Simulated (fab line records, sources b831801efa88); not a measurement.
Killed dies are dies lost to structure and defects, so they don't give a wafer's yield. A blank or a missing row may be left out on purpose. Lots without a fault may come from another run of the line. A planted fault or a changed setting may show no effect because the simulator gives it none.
Which tool did it? | flow sky130 | 6 lots, 18 wafers sampled, at 3 steps of a route of 708

WHAT THE GAUGES READ, wafer by wafer
SKY_VT_ADJUST_NCORE_TW_MEAS_11.
lot  | measured     | on            | VT_ADJUST_NCORE_TW
L225 | day 8 19:01  | film_metro-03 | 219.7 218.6 219.7
L231 | day 10 13:04 | film_metro-01 | 219.8 218.7 218.4
L238 | day 12 12:33 | film_metro-03 | 221.2 220.1 219.6
L241 | day 13 15:53 | film_metro-04 | 216.4 217.0 217.7
L243 | day 14 02:44 | film_metro-01 | 220.0 220.4 219.7
L246 | day 15 00:01 | film_metro-03 | 217.8 218.8 218.3

WHICH TOOL RAN EACH LOT (tool, then ch and the chambers of the sampled wafers, then the start)
lot  | SKY_FIELD_ISO_ETCH_15             | SKY_PWDE_STRIP_09
L225 | rie_diel-02 ch 0,1,2, day 2 10:28 | plasma_asher-01 ch 0,1, day 4 00:54
L231 | rie_diel-04 ch 0,2,3, day 3 16:51 | plasma_asher-02 ch 0,1, day 5 10:49
L238 | rie_diel-01 ch 0,2,3, day 5 04:34 | plasma_asher-01 ch 0,1, day 7 01:30
L241 | rie_diel-04 ch 1,3, day 5 23:10   | plasma_asher-01 ch 1, day 7 20:49
L243 | rie_diel-01 ch 0,1,2, day 6 08:40 | plasma_asher-01 ch 0,1, day 8 06:23
L246 | rie_diel-04 ch 0,2,3, day 6 22:52 | plasma_asher-04 ch 1, day 8 22:48
- SKY_FIELD_ISO_ETCH_15: etches the open film in CHF3/O2, stops on Si, target depth 180 nm, time 72 s.
- SKY_PWDE_STRIP_09: strips in O2/N2.

THE ANSWER, worked out from the rows above alone
Rule: what is usual is taken from the lots themselves. Put in order of their means at a reading, lots are off if they are a third of the lots or fewer, leave a main group of 4 or more, and stand apart from it by a gap of 3 or more times the standard deviation of the main group's means; of several such gaps the widest counts. A main group whose means are all the same, to the digits that the tables above print for the reading, isn't used. A lot without any number at a reading at which 4 lots or more have one is off too. The other lots that the step has rows for count as sound.
No lot is off at any reading shown: from this, nothing can be told.

WHAT THE SIMULATOR HAD PUT IN
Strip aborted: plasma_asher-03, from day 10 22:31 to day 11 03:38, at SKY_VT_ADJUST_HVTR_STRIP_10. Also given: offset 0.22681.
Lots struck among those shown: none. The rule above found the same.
